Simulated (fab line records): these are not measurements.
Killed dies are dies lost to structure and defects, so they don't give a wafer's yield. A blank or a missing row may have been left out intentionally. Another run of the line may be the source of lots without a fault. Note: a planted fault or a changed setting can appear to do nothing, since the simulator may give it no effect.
A lot that was struck, set against a sound lot / flow gf180mcu / 14 steps out of a route of 602
Sound: the wafers L844.3, L844.5, L844.6. The struck wafers were L839.2, L839.3, L839.6. The cause comes at the end.
For every step that has rows: the tool of each side, followed by ch and its chambers, followed by its first start. Under that, the readings that differ: sound wafers / struck wafers / difference of the means / sigmas: that difference in standard deviations of wafers without a fault.
alike: a reading whose means differ by less than 2 such deviations, as well as words and numbers matching on both sides. not compared: withheld readings; readings where some wafer has no value; bounds like >300 that might hide an equal value; numbers whose values overlap and for which the record gives no deviation.
A row with sigmas, a row that says differs or no value, or rows on one side alone: a step with any of these is where the two part. Numbers that don't overlap but have no deviation are shown without sigmas and don't part them. A reading missing from all wafers of one side parts the sides only when that side holds two or more wafers.

GF_MIM_SPUTTER_04: material TiN, target thk 50 nm, time 41.7 s.
  sound on pvd-sputter-01 at day 30 13:44; struck on pvd-sputter-03 at day 29 06:36
  alike: throttle-valve-pct
GF_MIM_CVD_05: deposits Si3N4, target thk 42 nm, time 29.086 s.
  sound on pecvd-02 ch 1,2, day 30 13:46; struck on pecvd-02 ch 0,2, day 29 06:38
  alike: heater-power-w
GF_MIM_THK_MEAS_06:
  sound on film-metro-01 at day 30 13:49; struck on film-metro-04 at day 29 06:41
  alike: MIM_CVD_05_THK
GF_MIM_SPUTTER_07: material TiN, target thk 60 nm, time 50 s.
  sound on pvd-sputter-03 at day 30 13:52; struck on pvd-sputter-01 at day 29 06:44
  alike: throttle-valve-pct
GF_MIM_SPUTTER_08: material AlCu, target thk 200 nm, time 10.6 s.
  sound on pvd-sputter-03 at day 30 13:55; struck on pvd-sputter-01 at day 29 06:47
  alike: throttle-valve-pct
GF_MIM_SPUTTER_09: material TiN, target thk 35 nm, time 29.2 s.
  sound on pvd-sputter-03 at day 30 13:56; struck on pvd-sputter-01 at day 29 06:48
  alike: throttle-valve-pct
GF_MIM_RS_MEAS_10: uses a four-point probe to measure.
  sound on film-metro-02 at day 30 14:00; struck on film-metro-01 at day 29 06:51
  alike: MIM_ALCU_RS
GF_MIM_THK_MEAS_11: measures by xrf.
  sound on film-metro-02 at day 30 14:06; struck on film-metro-01 at day 29 06:58
  alike: MIM_ALCU_THK
then, 4 steps without rows for these wafers: GF_MIM_DEHYDRATE_12 (time 60 s); GF_MIM_HMDS_13 (prime time 60 s); GF_MIM_COAT_14 (resist thk 1000 nm); GF_MIM_SOFTBAKE_15 (time 60 s).
GF_MIM_EXPOSE_16: exposes mask FuseTop, target cd 2000 nm.
  struck on iline-stepper-01, day 29 17:23; sound on iline-stepper-02 ch 0, day 30 21:50
  no value came back on the struck wafers for exposure-dose-mJ-cm2, focus-offset-nm (nm); on the sound wafers exposure-dose-mJ-cm2 reads 139.99 140.12 140.14
  alike: mask
next, for these wafers, 1 step has no rows: GF_MIM_PEB_17.

## WHERE THEY PART
Only at GF_MIM_EXPOSE_16, within this record.

WHY: what the simulator had put in
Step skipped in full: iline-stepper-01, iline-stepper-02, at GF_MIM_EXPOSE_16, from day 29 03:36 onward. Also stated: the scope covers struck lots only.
